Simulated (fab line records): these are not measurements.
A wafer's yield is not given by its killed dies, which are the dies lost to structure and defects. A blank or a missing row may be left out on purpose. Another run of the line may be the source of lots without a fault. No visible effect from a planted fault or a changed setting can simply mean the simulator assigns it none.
Code-filled problem report in 8D (eight disciplines) form    flow gf180mcu    the parts of the form that need people (team, actions taken, sign-off) are left out
Where a reading is given only as a bound, like >300, the bound stands for it, and a mean or a difference that rests on one is marked > or <: the true number lies beyond.

1. THE ISSUE
V1_W_RS at GF_V1_RS_MEAS_24 reads a mean of 43.826 ohm/sq on 6 wafers of 2 lots; wafers without a fault read 0.323 ohm/sq with a standard deviation of 0.0044. That is +99 or more standard deviations from the usual mean.
The step: measures by four-point-probe.
First observed at day 22 11:29: wafer L931.2, on filmMetro-04. Wafers with a number at this step in the record: 36, from 12 lots. By rule, "out" or "out of limits" means more than 4 standard deviations away from the usual mean. The other wafers with a number count as sound.

2. WHAT IT IS, WHAT IT ISN'T
question                     is                          is not
which readings at this step  V1_W_RS                     -
which lots                   L930, L931                  L920, L921, L933, L936, L938, L939, L940, L941, L942, L943
which wafers of those lots   all that have a number      -
read on which gauges         filmMetro-02, filmMetro-04  filmMetro-03
when                         from day 22 11:29           up to then (6 sound wafers); but 24 sound wafers of L933, L936, L938, L939, L940, L941, L942, L943 came after

3. WHAT RULES OUT EACH SUSPECT
Counting: a tool stays on the suspect list if, at a process step up to the reading, it processed all lots that are out and no sound lot following the first of them.
- ruled out: the gauge at GF_V1_RS_MEAS_24. Those wafers that are out were read across 2 gauges (filmMetro-02, filmMetro-04).
- cvdW-01 at GF_V1_CVD_23 (deposits W, target thk 350 nm, time 105.05 s): ruled out as a lasting fault. The sound lots L933, L936, L938, L939, L940, L941, L943 went through it after L931, its earliest lot that is out (day 22 11:20).
Left after counting: nothing in the record.

4. THE CAUSE (what the simulator had put in)
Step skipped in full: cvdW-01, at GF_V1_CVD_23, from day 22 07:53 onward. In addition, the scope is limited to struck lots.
Counting ruled it out, wrongly: the rule takes a fault to strike every lot that its tool runs from its start on, and this one did not.

5. THE CHAIN OF EFFECTS, in route order
One row per reading whose mean, taken over the struck wafers that have a number, lies over 3 standard deviations from the usual. Only readings for which the record gives a usual standard deviation are gone through. hours: the time from each lot's start at the first step in this table that gives one to its start at this step, as a median over the lots. sigmas: the change in usual standard deviations.
hours  step                     reading              usual         on struck wafers  change   sigmas
0      GF_V1_RS_MEAS_24         V1_W_RS              0.323 ohm/sq  43.826            +43.503  +99 or more
0      GF_V1_THK_MEAS_25        V1_W_THK             351 nm        <0                <-351    <-59
235    GF_PASSIVATION_PROBE_99  defectLimitedYield   90.4 %        0.0               -90.4    -56
235    GF_PASSIVATION_PROBE_99  killed_at_M0_to_M3   20            468               +448     +93
235    GF_PASSIVATION_PROBE_99  killedDies           47            492               +445     +57
235    GF_PASSIVATION_PROBE_99  killedOnRim          9.3           96.0              +86.7    +29
235    GF_PASSIVATION_PROBE_99  sort_bin_5_function  5.6 %         96.2              +90.6    +75
235    GF_PASSIVATION_PROBE_99  sortNPass            445           0                 -445     -57
235    GF_PASSIVATION_PROBE_99  sortYieldPct         90.4 %        0.0               -90.4    -56
Here are the process steps it includes:
- GF_PASSIVATION_PROBE_99
Readings that are blank on the struck wafers while sound wafers have them: chamberPressureTorr at GF_V1_CVD_23; heaterPowerOuterW at GF_V1_CVD_23; heaterPowerW at GF_V1_CVD_23.

6. HOW IT WOULD HAVE BEEN CAUGHT EARLIER
Counted from the fault's start at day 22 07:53, it took 4 hours until the first out-of-limits reading at a measuring or inspecting step in this record, taken at day 22 11:29.
At GF_V1_CVD_23 the tool's readings are blank on the struck wafers, where sound wafers have them: an empty tool record is the first sign, and it was there at once.
